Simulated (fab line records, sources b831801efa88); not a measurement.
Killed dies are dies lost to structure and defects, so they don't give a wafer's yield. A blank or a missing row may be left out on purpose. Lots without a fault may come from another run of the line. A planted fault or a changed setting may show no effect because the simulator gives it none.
fab line records | flow sky130
record lots=6 wafers=18 last_day=50
route steps=708 shown POLY_CUT@317 SD_P@320 PAD_OPEN@708
lots that met no fault: from a run of the same line without faults
start_h: hours from the record's first day to the start of the lot's first wafer shown | wait_h: hours since the lot's step before | " the same as in the row above | L1.1+2: a row that stands for several wafers | - no value, or no start given | * or withheld: withheld | < > ~ a bound
route shown NAME@n: a module of which the file shows steps, and the number in the route of the first | usual: mean/standard deviation of fault-free wafers | same: alike in all rows | chamber/n: place in a boat | sites: the reading at each site | _std_site: their standard deviation | _edge_site: outer sites' mean less inner sites' | radius_mm: how far each site lies from the wafer's centre | mask NAME#n: copy n | behind: the tool/chamber that last shaped the wafer | hold: why the lot was held/for how many hours/how that ended | device: the transistor (n, p or np) that didn't switch | end of line: the same wafers' tests at the end of the route | a step without rows: its recipe alone | killed: dies lost to structure and defects at the first sort, not the wafer's yield | map: a wafer's dies, x killed, . not, _ none there
set.NAME: the setting as run; set.NAME@STEP: as run at that earlier step | model.NAME: the simulator's own value behind a step, which no gauge read
lots at some steps of the route; a table a step, a row a wafer
services: from which hour (start_h, from the record's first day; less than 0 if before it) a tool's chamber was out of use, for how many hours, and why
## steps
# step SKY_POLY_CUT_ETCH_10
# recipe chemistry=N2/H2 target=BARC ion_energy_ev=200 source_w=500 bias_w=100 pressure_mtorr=30 n2_flow_sccm=100 h2_flow_sccm=200 stop_on=SiO2 time_s=45.9 target_depth_a=600
# usual bias_w=100.0/0.3 drypump_motor_current_A=5.9/0.43 oes_product_au=0.856/0.0042 throttle_valve_pct=13.224/0.0091
# columns lot.wafer tool chamber start_h wait_h bias_w drypump_motor_current_A oes_product_au rf_hours_counter_h throttle_valve_pct
L282.2 rie_diel-04 2 604.38 0.0 99.9 5.8 0.856 8 13.218
L282.4 " 3 " " 100.1 6.6 0.853 1 13.233
L282.5 " 1 " " 100.1 6.2 0.855 - 13.232
L285.3 rie_diel-03 2 613.39 0.0 99.9 5.4 0.852 12 13.210
L285.5 " 0 " " 100.2 5.8 0.854 - 13.220
L285.6 " 1 " " 99.9 5.6 0.853 - 13.224
L295.3 rie_diel-01 3 691.88 0.0 99.7 6.1 0.857 5 13.225
L295.4 " 0 " " 100.1 5.9 0.854 6 13.221
L295.6 " 1 " " 100.3 5.0 0.851 - 13.222
L297.2 rie_diel-03 0 716.33 0.0 100.0 5.8 0.860 22 13.219
L297.3 " 3 " " 99.5 5.9 0.853 12 13.220
L297.4 " 1 " " 100.0 5.6 0.855 19 13.221
L301.3 rie_diel-01 3 737.08 0.0 99.6 6.1 0.855 6 13.231
L301.4 " 1 " " 99.6 5.0 0.852 21 13.222
L301.6 " 3 " " 100.4 6.1 0.861 - 13.223
L302.1 rie_diel-03 2 743.23 0.0 99.4 5.4 0.865 16 13.229
L302.4 " 1 " " 100.2 5.6 0.850 20 13.215
L302.6 " 1 " " 100.2 5.6 0.852 - 13.231
# step SKY_POLY_CUT_ETCH_11
# recipe target=Si3N4 chemistry=CF4/CH2F2/Ar stop_on=poly-Si source_w=600 bias_w=150 pressure_mtorr=40 cf4_flow_sccm=40 ch2f2_flow_sccm=20 Ar_flow_sccm=150 time_s=42.5 target_depth_a=600
# usual bias_w=150.0/0.45 drypump_motor_current_A=5.9/0.43 oes_product_au=0.829/0.0058 throttle_valve_pct=14.995/0.0089
# columns lot.wafer tool chamber start_h wait_h bias_w drypump_motor_current_A oes_product_au rf_hours_counter_h throttle_valve_pct
L282.2 rie_diel-04 2 604.42 0.0 150.1 5.8 0.832 8 14.991
L282.4 " 3 " " 149.5 6.6 0.828 1 14.986
L282.5 " 1 " " 150.6 6.2 0.834 - 14.999
L285.3 rie_diel-03 2 613.44 0.0 150.6 5.4 0.824 12 15.001
L285.5 " 0 " " 149.9 5.8 0.821 - 14.991
L285.6 " 1 " " 150.1 5.6 0.825 - 15.011
L295.3 rie_diel-01 3 691.92 0.0 150.3 6.1 0.830 5 14.988
L295.4 " 0 " " 149.3 6.0 0.823 6 14.981
L295.6 " 1 " " 149.7 5.0 0.826 - 14.980
L297.2 rie_diel-03 0 716.37 0.0 149.8 5.8 0.837 22 14.988
L297.3 " 3 " " 149.5 6.0 0.833 12 14.982
L297.4 " 1 " " 149.6 5.6 0.837 19 15.005
L301.3 rie_diel-01 3 737.12 0.0 150.1 6.1 0.831 6 14.996
L301.4 " 1 " " 150.2 5.0 0.837 21 15.000
L301.6 " 3 " " 150.1 6.1 0.830 - 15.005
L302.1 rie_diel-03 2 743.27 0.0 149.1 5.4 0.818 16 15.002
L302.4 " 1 " " 150.7 5.6 0.826 20 15.008
L302.6 " 1 " " 150.0 5.6 0.835 - 14.986
# step SKY_POLY_CUT_STRIP_12
# recipe chemistry=O2/N2 power_w=1400 pressure_mtorr=1500 platen_temp_c=withheld o2_flow_sccm=3000 n2_flow_sccm=300 overash_fraction=0.5
# usual drypump_motor_current_A=5.7/0.52 o2_flow_sccm=3001/10 oes_product_au=0.452/0.0044 strip_time_to_endpoint_s=5.365/0.019
# columns lot.wafer tool chamber start_h wait_h drypump_motor_current_A o2_flow_sccm oes_product_au rf_hours_counter_h strip_time_to_endpoint_s
L282.2 plasma_asher-02 0 604.46 0.0 6.0 3012 0.451 17 5.350
L282.4 " 0 " " 6.1 3021 0.453 - 5.365
L282.5 " 1 " " 5.1 2999 0.455 - 5.362
L285.3 plasma_asher-01 0 613.51 0.1 5.3 2974 0.445 - 5.355
L285.5 " 1 " " 6.6 2982 0.449 - 5.356
L285.6 " 0 " " 5.3 2982 0.455 - 5.354
L295.3 plasma_asher-04 0 692.00 0.1 6.1 2999 0.450 - 5.384
L295.4 " 1 " " 5.2 2991 0.449 - 5.361
L295.6 " 0 " " 6.1 3006 0.447 - 5.381
L297.2 plasma_asher-01 0 716.41 0.0 5.3 3010 0.448 101 5.361
L297.3 " 1 " " 6.6 3010 0.452 - 5.374
L297.4 " 0 " " 5.3 2997 0.449 - 5.401
L301.3 plasma_asher-04 1 737.20 0.1 5.2 2990 0.454 - 5.364
L301.4 " 0 " " 6.1 3009 0.450 - 5.355
L301.6 " 1 " " 5.2 2990 0.456 - 5.368
L302.1 plasma_asher-04 1 743.32 0.0 5.2 3010 0.442 94 5.359
L302.4 " 0 " " 6.1 2995 0.447 - 5.342
L302.6 " 1 " " 5.2 2998 0.450 - 5.352
# step SKY_SD_P_DEHYDRATE_00
# recipe temp_c=200 time_s=60
# step SKY_SD_P_HMDS_01
# recipe prime_time_s=60 prime_temp_c=120
# step SKY_SD_P_COAT_02
# recipe resist=NOVOLAK spin_rpm=3000 resist_thk_nm=1140
# step SKY_SD_P_SOFTBAKE_03
# recipe temp_c=90 time_s=60 resist=NOVOLAK
# step SKY_SD_P_EXPOSE_04
# recipe mask_id=PSDM na=0.6 source_shape=conventional sigma_outer=0.6 polarization=unpolarized target_cd_nm=380 dose_mj=138
# step SKY_SD_P_PEB_05
# recipe temp_c=withheld time_s=* resist=NOVOLAK
# step SKY_SD_P_DEVELOP_06
# recipe resist=NOVOLAK developer=TMAH develop_time_s=60 dev_temp_c=23
# step SKY_SD_P_CD_MEAS_07
# recipe target_cd_nm=380
# usual cd_nm=380.1/2.6
# columns lot.wafer tool chamber start_h wait_h cd_nm
L282.2 cd_sem-01 - 633.96 0.1 380.6
L282.4 " - " " 378.7
L282.5 " - " " 381.1
L285.3 cd_sem-02 - 641.35 0.1 383.8
L285.5 " - " " 384.5
L285.6 " - " " 383.4
L295.3 cd_sem-01 - 718.90 0.1 380.1
L295.4 " - " " 380.8
L295.6 " - " " 378.0
L297.2 cd_sem-01 - 744.08 0.1 382.6
L297.3 " - " " 379.6
L297.4 " - " " 381.9
L301.3 cd_sem-02 - 763.60 0.1 380.7
L301.4 " - " " 381.0
L301.6 " - " " 379.4
L302.1 cd_sem-01 - 769.59 0.1 376.1
L302.4 " - " " 379.6
L302.6 " - " " 377.1
# step SKY_SD_P_OVL_MEAS_08
# usual SD_P_OVL=0.3/1.3
# columns lot.wafer tool chamber start_h wait_h SD_P_OVL[nm]
L282.2 overlay-01 - 634.06 0.1 0.3
L282.4 " - " " 0.5
L282.5 " - " " -1.3
L285.3 overlay-01 - 641.44 0.1 0.9
L285.5 " - " " 1.5
L285.6 " - " " 2.9
L295.3 overlay-01 - 718.99 0.1 1.4
L295.4 " - " " -1.8
L295.6 " - " " -0.3
L297.2 overlay-02 - 744.18 0.1 -1.3
L297.3 " - " " -0.1
L297.4 " - " " -1.3
L301.3 overlay-02 - 763.69 0.1 0.3
L301.4 " - " " -0.3
L301.6 " - " " 0.3
L302.1 overlay-02 - 769.71 0.1 0.3
L302.4 " - " " -1.7
L302.6 " - " " -1.8
# step SKY_SD_P_IMPLANT_09
# recipe species=BF2 energy_kev=20 dose_cm2=3e+15 tilt_deg=0
# columns lot.wafer tool chamber start_h wait_h
L282.2+4+5 implanter-03 0 634.12 0.0
L285.3+5+6 implanter-04 0 641.51 0.1
L295.3+4+6 implanter-03 0 719.06 0.1
L297.2+3+4 implanter-03 0 744.24 0.0
L301.3+4+6 implanter-01 0 763.76 0.1
L302.1+4+6 implanter-01 0 769.74 0.0
# step SKY_SD_P_STRIP_10
# recipe chemistry=O2/N2 power_w=1400 pressure_mtorr=1500 platen_temp_c=withheld o2_flow_sccm=3000 n2_flow_sccm=300 overash_fraction=0.5
# usual drypump_motor_current_A=5.7/0.59 o2_flow_sccm=2999/8.6 oes_product_au=0.617/0.0049 strip_time_to_endpoint_s=17.51/0.037
# columns lot.wafer tool chamber start_h wait_h drypump_motor_current_A o2_flow_sccm oes_product_au rf_hours_counter_h strip_time_to_endpoint_s
L282.2 plasma_asher-03 1 634.24 0.1 6.5 3009 0.611 49 17.51
L282.4 " 1 " " 6.6 3009 0.621 - 17.49
L282.5 " 1 " " 6.6 3011 0.615 - 17.50
L285.3 plasma_asher-03 1 641.65 0.1 6.5 3001 0.614 - 17.54
L285.5 " 1 " " 6.6 2994 0.615 - 17.53
L285.6 " 0 " " 5.2 3001 0.620 - 17.51
L295.3 plasma_asher-03 0 719.19 0.1 5.2 2989 0.623 - 17.36
L295.4 " 1 " " 6.5 3004 0.615 - 17.39
L295.6 " 0 " " 5.2 3002 0.623 - 17.45
L297.2 plasma_asher-03 1 744.36 0.1 6.5 2988 0.622 60 17.47
L297.3 " 1 " " 6.5 2996 0.623 - 17.33
L297.4 " 0 " " 5.2 2993 0.612 - 17.37
L301.3 plasma_asher-04 0 763.90 0.1 6.2 2991 0.614 - 17.53
L301.4 " 1 " " 5.2 2985 0.621 - 17.53
L301.6 " 0 " " 6.1 2985 0.612 - 17.56
L302.1 plasma_asher-04 0 769.89 0.1 6.1 2992 0.616 96 17.53
L302.4 " 1 " " 5.2 2999 0.621 - 17.52
L302.6 " 0 " " 6.2 2980 0.616 - 17.54
# step SKY_SD_P_TW_MEAS_11
# usual SD_P_TW=2795/20
# columns lot.wafer tool chamber start_h wait_h SD_P_TW
L282.2 film_metro-04 - 634.35 0.1 2782
L282.4 " - " " 2808
L282.5 " - " " 2778
L285.3 film_metro-04 - 641.73 0.1 2798
L285.5 " - " " 2800
L285.6 " - " " 2798
L295.3 film_metro-02 - 719.28 0.1 2783
L295.4 " - " " 2792
L295.6 " - " " 2827
L297.2 film_metro-02 - 744.47 0.1 2806
L297.3 " - " " 2775
L297.4 " - " " 2775
L301.3 film_metro-03 - 763.98 0.1 2755
L301.4 " - " " 2786
L301.6 " - " " 2783
L302.1 film_metro-02 - 769.99 0.1 2804
L302.4 " - " " 2796
L302.6 " - " " 2797
# step SKY_PAD_OPEN_PROBE_99
# usual killed_at_M0_to_M3=43/7.2 killed_at_M4_up=3.3/1.8 killed_at_contacts=23/5.5 killed_at_front_end=16/5.1 killed_at_other=0.4/0.65 killed_dies=85/10 killed_open=46/7.1 killed_short=38/7.2
# same gross_dies=492 killed_at_back_side=0
# columns lot.wafer tool chamber start_h wait_h killed_at_M0_to_M3 killed_at_M4_up killed_at_contacts killed_at_front_end killed_at_other killed_dies killed_open killed_short model.etest.res_high_po.line_ohm_um model.etest.licon_high_po.rc_ohm model.etest.res_pdiff.line_ohm_um model.etest.licon_pdiff.rc_ohm model.etest.res_high_po.rs_ohm_sq model.etest.res_high_po.rs_ohm_sq_range model.etest.res_high_po.rs_ohm_sq_rim_less_centre model.etest.res_pdiff_hv.rs_ohm_sq
L282.2 prober-02 - 1105.87 0.1 52 6 22 11 0 91 47 44 734.9 346.1 1413 579.8 262.3 9.25 3.955 196.5
L282.4 prober-02 - 1105.97 0.2 43 5 25 12 1 86 43 43 753.1 362 1391 599.3 267.9 9.74 5.228 195.1
L282.5 prober-02 - 1106.02 0.2 59 6 21 15 0 101 56 43 754.1 356.4 1384 589.7 268.1 6.471 3.702 197
L285.3 prober-01 - 1111.67 0.2 43 3 24 15 0 85 42 41 749 345.8 1378 590 260.5 7.361 -0.9651 189.1
L285.5 prober-01 - 1111.77 0.2 42 3 23 18 0 86 53 33 739.5 331.6 1355 553.8 256.4 4.959 1.974 189.8
L285.6 prober-01 - 1111.82 0.2 28 1 26 13 0 68 40 27 757.5 352.5 1365 577.1 261.4 3.598 1.798 188.6
L295.3 prober-01 - 1165.63 0.2 44 5 27 8 0 84 56 28 810.7 403.9 1407 595.3 281 29.58 -2.284 193.6
L295.4 prober-01 - 1165.68 0.2 38 5 18 7 1 69 43 25 813.4 402.6 1440 602.6 282.6 26.59 -3.253 194.8
L295.6 prober-01 - 1165.78 0.2 54 1 25 10 0 90 54 35 758.5 355.4 1387 582.5 263.7 10.9 5.978 187.6
L297.2 prober-01 - 1179.62 0.1 44 4 23 18 0 89 53 36 740.2 353.8 1386 605.7 257.9 5.598 0.844 189.1
L297.3 prober-01 - 1179.67 0.2 46 0 17 15 1 79 39 40 807.5 397.9 1425 622.7 284.6 20.92 -10.19 195.3
L297.4 prober-01 - 1179.72 0.2 41 4 26 19 0 90 54 36 801.8 409.6 1420 602.9 282.1 21.38 -9.533 196.5
L301.3 prober-01 - 1191.86 0.2 34 4 31 17 0 86 38 48 738.6 350.2 1355 592.3 258.3 6.615 3.348 190.6
L301.4 prober-01 - 1191.91 0.2 26 1 38 14 0 79 47 32 747 348.9 1365 586.2 262.2 8.218 0.4841 192.1
L301.6 prober-01 - 1192.01 0.2 47 3 28 17 0 95 48 47 746.8 357.5 1342 606.2 261.1 8.703 5.216 190.6
L302.1 prober-02 - 1193.13 0.1 47 2 19 29 0 97 47 49 749.5 355.4 1372 595.7 263.8 8.784 -5.102 192.6
L302.4 prober-02 - 1193.28 0.2 42 3 25 11 0 81 44 37 751.9 350.9 1391 600.2 262.1 5.136 -3.185 193.6
L302.6 prober-02 - 1193.38 0.2 37 1 16 10 0 64 38 25 753.1 350.1 1354 583.5 261.4 9.504 -5.135 192.9
# killed by level:class
L282.2 VIA3:geometric_particle:open=10 VIA2:geometric_particle:open=9 CONTACT:geometric_particle:open=7 METAL2:geometric_particle:short=7 VIA1:geometric_particle:open=6 LI_CONTACT:geometric_particle:open=5 CONTACT:geometric_particle:short=5 METAL1:geometric_particle:short=5
L282.4 VIA1:geometric_particle:open=14 CONTACT:geometric_particle:open=9 METAL2:geometric_particle:short=7 LI_CONTACT:geometric_particle:open=7 LI_CONTACT:geometric_particle:short=5 VIA3:geometric_particle:open=4 METAL1:geometric_particle:short=4 VIA1:geometric_particle:short=4
L282.5 VIA1:geometric_particle:open=19 VIA1:geometric_particle:short=9 CONTACT:geometric_particle:open=6 LI_CONTACT:geometric_particle:open=6 METAL1:geometric_particle:short=6 VIA3:geometric_particle:open=6 VIA3:geometric_particle:short=5 VIA2:geometric_particle:open=5
L285.3 METAL2:geometric_particle:short=9 CONTACT:geometric_particle:open=8 LI_CONTACT:geometric_particle:open=7 VIA3:geometric_particle:open=6 VIA2:geometric_particle:short=5 METAL1:geometric_particle:short=5 FIELD_ISO:geometric_particle:open=4 POLY_GATE:geometric_particle:open=4
L285.5 CONTACT:geometric_particle:open=11 VIA1:geometric_particle:open=11 VIA3:geometric_particle:open=7 POLY_GATE:geometric_particle:short=6 POLY_GATE:geometric_particle:open=6 LI_CONTACT:geometric_particle:open=6 VIA1:geometric_particle:short=5 VIA2:geometric_particle:open=4
L285.6 CONTACT:geometric_particle:open=11 VIA1:geometric_particle:open=7 LOCAL_INTERCONNECT:geometric_particle:short=5 METAL1:geometric_particle:short=5 VIA2:geometric_particle:open=5 FIELD_ISO:geometric_particle:open=4 LI_CONTACT:geometric_particle:open=4 LI_CONTACT:geometric_particle:short=4
L295.3 CONTACT:geometric_particle:open=13 VIA2:geometric_particle:open=10 VIA1:geometric_particle:open=9 VIA1:geometric_particle:short=7 LI_CONTACT:geometric_particle:open=4 CONTACT:geometric_particle:short=4 VIA3:geometric_particle:open=4 POLY_GATE:geometric_particle:open=3
L295.4 VIA1:geometric_particle:open=10 CONTACT:geometric_particle:open=7 VIA2:geometric_particle:open=5 VIA1:geometric_particle:short=4 METAL2:geometric_particle:open=4 VIA3:geometric_particle:open=4 POLY_GATE:geometric_particle:open=3 LI_CONTACT:geometric_particle:open=3
L295.6 VIA1:geometric_particle:open=18 CONTACT:geometric_particle:open=8 VIA3:geometric_particle:open=8 CONTACT:geometric_particle:short=6 VIA2:geometric_particle:open=6 METAL2:geometric_particle:short=6 LI_CONTACT:geometric_particle:open=5 METAL1:geometric_particle:short=4
L297.2 VIA1:geometric_particle:open=13 CONTACT:geometric_particle:open=10 LI_CONTACT:geometric_particle:open=9 VIA2:geometric_particle:open=7 METAL1:geometric_particle:short=6 FIELD_ISO:geometric_particle:open=5 VIA1:geometric_particle:short=5 VIA3:geometric_particle:open=5
L297.3 VIA1:geometric_particle:open=11 POLY_GATE:geometric_particle:short=6 LI_CONTACT:geometric_particle:open=6 METAL2:geometric_particle:short=6 FIELD_ISO:geometric_particle:open=5 VIA2:geometric_particle:open=5 VIA1:geometric_particle:short=5 VIA3:geometric_particle:open=5
L297.4 LI_CONTACT:geometric_particle:open=10 VIA3:geometric_particle:open=10 POLY_GATE:geometric_particle:short=8 CONTACT:geometric_particle:open=8 VIA1:geometric_particle:open=8 VIA2:geometric_particle:open=6 FIELD_ISO:geometric_particle:open=5 LOCAL_INTERCONNECT:geometric_particle:short=4
L301.3 CONTACT:geometric_particle:open=10 LI_CONTACT:geometric_particle:short=7 VIA3:geometric_particle:open=7 CONTACT:geometric_particle:short=6 METAL2:geometric_particle:short=6 POLY_GATE:geometric_particle:short=5 VIA1:geometric_particle:open=5 POLY_GATE:geometric_particle:open=4
L301.4 CONTACT:geometric_particle:open=15 LI_CONTACT:geometric_particle:open=12 POLY_GATE:geometric_particle:short=6 LOCAL_INTERCONNECT:geometric_particle:short=5 VIA1:geometric_particle:open=4 VIA1:geometric_particle:short=4 METAL2:geometric_particle:short=4 POLY_GATE:geometric_particle:open=3
L301.6 CONTACT:geometric_particle:open=10 VIA1:geometric_particle:open=10 METAL1:geometric_particle:short=9 POLY_GATE:geometric_particle:open=7 LI_CONTACT:geometric_particle:open=7 FIELD_ISO:geometric_particle:short=4 LI_CONTACT:geometric_particle:short=4 VIA3:geometric_particle:short=4
L302.1 FIELD_ISO:geometric_particle:short=10 METAL1:geometric_particle:short=8 FIELD_ISO:geometric_particle:open=7 CONTACT:geometric_particle:open=7 VIA1:geometric_particle:open=7 VIA2:geometric_particle:open=6 LOCAL_INTERCONNECT:geometric_particle:short=5 VIA1:geometric_particle:short=5
L302.4 CONTACT:geometric_particle:open=7 LI_CONTACT:geometric_particle:open=7 VIA1:geometric_particle:open=7 VIA2:geometric_particle:open=6 VIA3:geometric_particle:open=5 LOCAL_INTERCONNECT:geometric_particle:short=5 VIA3:geometric_particle:short=5 METAL1:geometric_particle:short=5
L302.6 VIA1:geometric_particle:open=11 CONTACT:geometric_particle:open=8 METAL1:geometric_particle:short=7 VIA2:geometric_particle:short=5 VIA2:geometric_particle:open=4 POLY_GATE:geometric_particle:open=3 LOCAL_INTERCONNECT:geometric_particle:short=3 CONTACT:geometric_particle:short=3
## services
# columns tool chamber start_h hours kind
plasma_asher-04 - 583.52 2.7 repair
plasma_asher-04 - 584.69 3.2 repair
plasma_asher-01 - 630.91 2.2 repair
implanter-01 - 640.85 3.8 repair
rie_diel-01 2 659.95 17.0 repair
rie_diel-01 3 666.97 3.3 repair
implanter-03 - 668.08 12.9 pm
implanter-01 - 669.74 2.0 repair
implanter-03 - 689.00 3.7 repair
plasma_asher-01 - 697.30 2.8 pm
rie_diel-01 - 697.89 0.7 repair
rie_diel-04 - 701.96 28.1 pm
plasma_asher-04 - 714.39 14.6 pm
implanter-01 - 714.55 3.3 repair
rie_diel-01 2 730.63 6.1 repair
plasma_asher-01 - 733.75 9.0 pm
plasma_asher-01 0 733.75 9.0 vent_cycle
plasma_asher-01 1 733.75 9.0 vent_cycle
implanter-04 - 741.16 4.8 pm
plasma_asher-01 0 742.75 - clean
plasma_asher-01 1 742.75 - clean
implanter-03 - 744.39 2.9 repair
implanter-04 - 764.14 5.6 pm
## key
first_sign step=SKY_SD_P_STRIP_10 reading=strip_time_to_endpoint_s direction=down sigmas=3.9 usual=* struck=*
effect none on later readings
model_effect step=SKY_PAD_OPEN_PROBE_99 value=etest.res_high_po.line_ohm_um without=745 struck=808.4
met_at SKY_SD_P_IMPLANT_09
struck_wafers L295.3,L295.4,L297.3,L297.4
tester_left_out L295,L297
onset_between 634.12 719.06
fault kind=process_parameter_drift tool=implanter-03 chamber=- onset_h=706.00 steps=SKY_SD_P_IMPLANT_09 channel=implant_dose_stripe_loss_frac offset=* shape=step end_h=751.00 scope=struck_wafers_only
# tester_left_out: of these lots the tester's yield and bins aren't shown, on N5 and GAA mostly nor the transistor test; their killed dies are dies lost to structure and defects alone, not to doping, threshold or leakage, so they don't give the yield
